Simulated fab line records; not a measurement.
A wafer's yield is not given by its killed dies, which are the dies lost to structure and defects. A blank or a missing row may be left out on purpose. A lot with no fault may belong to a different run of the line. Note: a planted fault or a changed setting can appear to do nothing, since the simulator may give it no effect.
2 desks, one fault || flow gf180mcu || every desk sees just its own numbers, and what lay behind them comes last

== DESK OF THE TOOL OWNER: pecvd-03 ==
The tool's own readings at GF_V2_CVD_02 (deposits SiO2 from TEOS, target thk 850 nm, time 94.851 s): means of the sampled wafers that have a number, for each lot that ran on this tool. If a lot's mean is further than 4 standard deviations from the usual mean, the lot is out of limits and carries the mark OUT (the distance appears in the brackets).
Columns: A = heater_power_w at GF_V2_CVD_02, usual 597 W; B = susceptor_temp_C at GF_V2_CVD_02, usual 400.03 C
{"lot": "L983", "first seen here": "day 19 14:10", "A": 596, "B": 399.97}
{"lot": "L987", "first seen here": "day 21 00:22", "A": 689, "B": 400.08}
{"lot": "L988", "first seen here": "day 21 09:43", "A": 505, "B": 400.07}
{"lot": "L992", "first seen here": "day 23 05:34", "A": 605, "B": 399.90}
{"lot": "L996", "first seen here": "day 24 10:12", "A": 603, "B": 400.09}
{"lot": "L997", "first seen here": "day 24 20:43", "A": 605, "B": 399.97}
This desk found nothing out of limits on any of the 6 lots.

== AT THE METROLOGY DESK ==
Means of the sampled wafers that have a number, per lot and without regard to the tool the lot ran on: this is what the gauges read. If a lot's mean is further than 4 standard deviations from the usual mean, the lot is out of limits and carries the mark OUT (the distance appears in the brackets).
Columns: A = V5_W_RS at GF_V5_RS_MEAS_24, usual 0.326 ohm/sq
{"lot": "L982", "first seen here": "day 27 04:17", "A": 0.328}
{"lot": "L983", "first seen here": "day 27 13:31", "A": 0.328}
{"lot": "L984", "first seen here": "day 27 16:43", "A": 0.325}
{"lot": "L986", "first seen here": "day 28 17:06", "A": 0.330}
{"lot": "L987", "first seen here": "day 28 17:25", "A": 0.328}
{"lot": "L988", "first seen here": "day 28 23:11", "A": 0.327}
{"lot": "L989", "first seen here": "day 29 09:29", "A": 0.331}
{"lot": "L992", "first seen here": "day 30 12:03", "A": 0.327}
{"lot": "L996", "first seen here": "day 31 11:29", "A": 0.319}
{"lot": "L997", "first seen here": "day 31 18:00", "A": 0.322}
{"lot": "L102", "first seen here": "day 32 21:39", "A": 0.330}
{"lot": "L103", "first seen here": "day 33 01:26", "A": 0.330}
{"lot": "L104", "first seen here": "day 33 07:28", "A": 0.327}
This desk found nothing out of limits on any of the 13 lots.

== TAKEN TOGETHER ==
Nothing out of limits was seen by the tool owner's desk.
The metrology desk saw nothing out of limits.

== WHAT THE SIMULATOR HAD PUT IN ==
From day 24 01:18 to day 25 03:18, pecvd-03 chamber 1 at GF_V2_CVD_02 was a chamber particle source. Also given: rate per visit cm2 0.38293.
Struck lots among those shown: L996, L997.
